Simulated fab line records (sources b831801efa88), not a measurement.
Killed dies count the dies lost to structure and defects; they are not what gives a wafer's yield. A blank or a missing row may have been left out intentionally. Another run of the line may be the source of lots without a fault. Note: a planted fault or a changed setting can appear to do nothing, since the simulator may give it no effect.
The tool behind it: which one? | flow sky130 | 6 lots with 18 wafers sampled at 3 steps, on a route of 708 steps

WHAT THE GAUGES SHOWED, per wafer
SKY_POLY_GATE_THK_MEAS_21.
lot  | measured     | on           | POLY_GATE_OXIDATION_THK (nm)
L447 | day 18 05:34 | filmMetro-03 | 3.86 3.96 3.94
L449 | day 18 20:07 | filmMetro-03 | 3.89 3.97 3.95
L451 | day 19 10:43 | filmMetro-03 | 4.00 4.05 3.94
L456 | day 21 15:01 | filmMetro-01 | 3.26 3.30 3.31 3.33 3.30 3.36
L464 | day 24 01:32 | filmMetro-04 | 3.95 3.96 4.06
L465 | day 25 05:31 | filmMetro-04 | 3.91 3.97 3.99

WHICH TOOL RAN EACH LOT (tool, then ch and the chambers of the sampled wafers, then the start)
lot  | SKY_POLY_GATE_ETCH_17           | SKY_POLY_GATE_OXIDATION_20
L447 | rieSi-02 ch 1,2, day 18 03:34   | furnace-02 ch 0, day 18 04:18
L449 | rieSi-02 ch 0,2,3, day 18 17:47 | furnace-01 ch 0, day 18 18:52
L451 | rieSi-02 ch 1,2,3, day 19 09:13 | furnace-01 ch 0, day 19 09:27
L456 | rieSi-02 ch 1,3, day 21 13:32   | furnace-01 ch 0, day 21 13:45
L464 | rieSi-01 ch 1,2, day 24 00:05   | furnace-02 ch 0, day 24 00:17
L465 | rieSi-01 ch 0,2,3, day 25 04:02 | furnace-02 ch 0, day 25 04:14
- SKY_POLY_GATE_ETCH_17: etches poly-Si in HBr/Cl2, stops on SiO2, target depth 180 nm, time 70.5 s.
- SKY_POLY_GATE_OXIDATION_20: stabilise 600 s, purge 300 s, target thk 4 nm.

THE ANSWER, worked out from the rows above alone
Rule: the lots themselves supply what counts as usual. Put in order of their means at a reading, lots are off if they are a third of the lots or fewer, leave a main group of 4 or more, and stand apart from it by a gap of 3 or more times the standard deviation of the main group's means; of several such gaps the widest counts. A main group is skipped when, at the precision printed for the reading in the tables above, its means are all equal. A lot without any number at a reading at which 4 lots or more have one is off too. Where the step has rows for the other lots, those lots are counted as sound.
Off: L456, seen at SKY_POLY_GATE_THK_MEAS_21 (POLY_GATE_OXIDATION_THK). Main group: mean 3.96 nm, sd 0.03.
A tool fits if, at a process step before that reading, it ran every lot that is off, and no sound lot after the first of them. Gauges at SKY_POLY_GATE_THK_MEAS_21: tried the same way as those tools. Can't be told from this: 3 tools fit, rieSi-02 at SKY_POLY_GATE_ETCH_17, furnace-01 at SKY_POLY_GATE_OXIDATION_20, filmMetro-01 at SKY_POLY_GATE_THK_MEAS_21.

WHAT THE SIMULATOR HAD PUT IN
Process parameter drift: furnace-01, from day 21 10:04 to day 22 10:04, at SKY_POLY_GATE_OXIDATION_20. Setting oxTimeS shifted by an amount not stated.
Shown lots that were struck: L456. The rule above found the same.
